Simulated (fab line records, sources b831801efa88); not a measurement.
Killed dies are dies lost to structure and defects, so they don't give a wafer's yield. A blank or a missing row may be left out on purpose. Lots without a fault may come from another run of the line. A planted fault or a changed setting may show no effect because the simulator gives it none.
A struck lot beside a sound one | flow sky130 | 33 steps out of a route of 708
Sound: wafers L616.2, L616.3, L616.5. Struck: wafer L631.6. (L631.2, L631.5 of the same lot were not struck and are left out.) The cause comes at the end.
At each step with rows: each side's tool, then ch and its chambers, then its first start. Under that, the readings that differ: sound wafers | struck wafers | difference of the means | sigmas: that difference in standard deviations of wafers without a fault.
alike: readings whose means differ by less than 2 such deviations, and words and numbers that are the same on both sides. not compared: withheld readings, readings that some wafer has no value for, bounds like >300 that may hide the same value, and numbers for which the record gives no deviation and whose values overlap.
The two part at a step that has a row with sigmas, a row that says differs or no value, or rows on one side only. Numbers that don't overlap but have no deviation are shown without sigmas and don't part them. A reading that every wafer of one side lacks parts them only if that side has two wafers or more.

first, 4 steps without rows for these wafers: SKY_LOCAL_INTERCONNECT_SOFTBAKE_07 (time 90 s); SKY_LOCAL_INTERCONNECT_EXPOSE_08 (exposes mask LI1M, target cd 170 nm); SKY_LOCAL_INTERCONNECT_PEB_09; SKY_LOCAL_INTERCONNECT_DEVELOP_10 (develop time 60 s).
SKY_LOCAL_INTERCONNECT_CD_MEAS_11: target cd 170 nm.
  sound on cd_sem-02, day 31 09:37; struck on cd_sem-02, day 36 05:04
  alike: cd_nm
SKY_LOCAL_INTERCONNECT_OVL_MEAS_12:
  sound on overlay-01, day 31 09:43; struck on overlay-01, day 36 05:10
  alike: LOCAL_INTERCONNECT_OVL
then, 1 step without rows for these wafers: SKY_LOCAL_INTERCONNECT_ETCH_13 (etches BARC in N2/H2, stops on SiO2, time 45.9 s, target depth 60 nm).
SKY_LOCAL_INTERCONNECT_METAL_ETCH_14: etches TiN in Cl2/BCl3, stops on PSG, target depth 110 nm, time 31.4 s.
  sound on rie_metal-03 ch 0, day 31 09:49; struck on rie_metal-02 ch 1, day 36 05:16
  alike: drypump_motor_current_A, he_backside_leak_sccm, oes_product_au, rf_fwd_power_W, throttle_valve_pct
  not compared: rf_hours_counter_h
SKY_LOCAL_INTERCONNECT_STRIP_15: strips in O2/N2.
  sound on plasma_asher-03 ch 0,1, day 31 09:52; struck on plasma_asher-03 ch 0, day 36 05:19
  alike: drypump_motor_current_A, oes_product_au, strip_time_to_endpoint_s
  not compared: rf_hours_counter_h
then, 3 steps without rows for these wafers: SKY_LOCAL_INTERCONNECT_STRIP_16 (strips in post etch residue remover, time 1200 s); SKY_LOCAL_INTERCONNECT_CLEAN_17 (cleans in IPA, time 180 s); SKY_LOCAL_INTERCONNECT_CLEAN_18 (cleans in O3/DIW).
SKY_CONTACT_CVD_00: deposits Si3N4, target thk 75 nm.
  sound on pecvd-04 ch 0, day 31 10:28; struck on pecvd-01 ch 2, day 36 05:59
  reading                                   | sound             | struck | difference | sigmas
  model.Si3N4_of_CONTACT_CVD_00.thk_nm (nm) | 73.76 74.47 74.61 | 132.6  | +58.3      |
  alike: heater_power_w, rf_fwd_power_W
SKY_CONTACT_THK_MEAS_01:
  sound on film_metro-04, day 31 10:31; struck on film_metro-02, day 36 06:03
  reading                 | sound          | struck | difference | sigmas
  CONTACT_CVD_00_THK (nm) | 73.7 74.5 74.6 | 132.7  | +58.4      | +66
then, 1 step without rows for these wafers: SKY_CONTACT_HDPCVD_02 (deposits SiO2, target thk 565 nm, time 94.2 s).
SKY_CONTACT_THK_MEAS_03:
  sound on film_metro-03, day 31 10:39; struck on film_metro-04, day 36 06:11
  alike: CONTACT_HDPCVD_THK
SKY_CONTACT_CMP_04: polishes SiO2.
  sound on cmp-01 ch 0,2, day 31 10:42; struck on cmp-01 ch 3, day 36 06:26
  alike: motor_current_A
SKY_CONTACT_BOW_MEAS_05:
  sound on film_metro-02, day 31 11:01; struck on film_metro-04, day 36 06:43
  alike: CONTACT_BOW
then, 8 steps without rows for these wafers: SKY_CONTACT_DEHYDRATE_06 (time 60 s); SKY_CONTACT_HMDS_07 (prime time 60 s); SKY_CONTACT_COAT_08 (resist thk 60 nm); SKY_CONTACT_COAT_09 (resist thk 450 nm); SKY_CONTACT_SOFTBAKE_10 (time 90 s); SKY_CONTACT_EXPOSE_11 (exposes mask CTM1, target cd 170 nm); SKY_CONTACT_PEB_12; SKY_CONTACT_DEVELOP_13 (develop time 60 s).
SKY_CONTACT_CD_MEAS_14: target cd 170 nm.
  sound on cd_sem-02, day 32 14:22; struck on cd_sem-02, day 37 08:49
  alike: cd_nm
SKY_CONTACT_OVL_MEAS_15:
  sound on overlay-01, day 32 14:28; struck on overlay-01, day 37 08:55
  alike: CONTACT_OVL
SKY_CONTACT_ETCH_16: etches BARC in N2/H2, stops on SiO2, time 45.9 s, target depth 60 nm.
  sound on rie_diel-01 ch 0,3, day 32 14:30; struck on rie_diel-02 ch 1, day 37 08:57
  alike: drypump_motor_current_A, oes_product_au, rf_fwd_power_W, throttle_valve_pct
  not compared: rf_hours_counter_h
then, 1 step without rows for these wafers: SKY_CONTACT_ETCH_17 (etches SiO2 in C4F8/O2/Ar, stops on Si3N4, target depth 340 nm).
SKY_CONTACT_ETCH_18: etches Si3N4 in CHF3/O2, stops on TiN, time 39 s, target depth 75 nm.
  sound on rie_diel-01 ch 0,3; struck on rie_diel-02 ch 1
  reading                  | sound             | struck | difference | sigmas
  oes_product_au (a.u.)    | 0.842 0.850 0.848 | 1.000  | +0.153     | +22
  rf_fwd_power_W (W)       | 597.4 595.6 597.8 | 589.5  | -7.4       | -3
  throttle_valve_pct (%)   | 8.793 8.781 8.810 | 8.829  | +0.034     | +4
  model.etch.depth_nm (nm) | 73.76 74.47 74.61 | 96.78  | +22.50     |
  alike: chf3_flow_sccm, drypump_motor_current_A
  not compared: rf_hours_counter_h
SKY_CONTACT_STRIP_19: strips in O2/N2.
  sound on plasma_asher-04 ch 0,1, day 32 14:38; struck on plasma_asher-04 ch 0, day 37 09:05
  alike: drypump_motor_current_A, oes_product_au, strip_time_to_endpoint_s
  not compared: rf_hours_counter_h
-- the record jumps here: 13 days lie between the struck wafers' starts before and after (it left off in module CONTACT and takes up again in module PAD_OPEN, whose first step shown is number 708 of the route) --
SKY_PAD_OPEN_PROBE_99:
  sound on prober-01, day 46 13:10; struck on prober-02, day 49 22:49
  reading            | sound    | struck | difference | sigmas
  killed_at_contacts | 29 20 24 | 433    | +409       | +79
  killed_dies        | 93 77 91 | 492    | +405       | +47
  killed_on_rim      | 17 17 19 | 96     | +78        | +21
  alike: killed_at_M0_to_M3, killed_at_M4_up, killed_at_front_end, killed_at_other, killed_open, killed_short

WHERE THEY PART
First at SKY_CONTACT_THK_MEAS_01; last, within this record, at SKY_PAD_OPEN_PROBE_99.

WHY: what the simulator had put in
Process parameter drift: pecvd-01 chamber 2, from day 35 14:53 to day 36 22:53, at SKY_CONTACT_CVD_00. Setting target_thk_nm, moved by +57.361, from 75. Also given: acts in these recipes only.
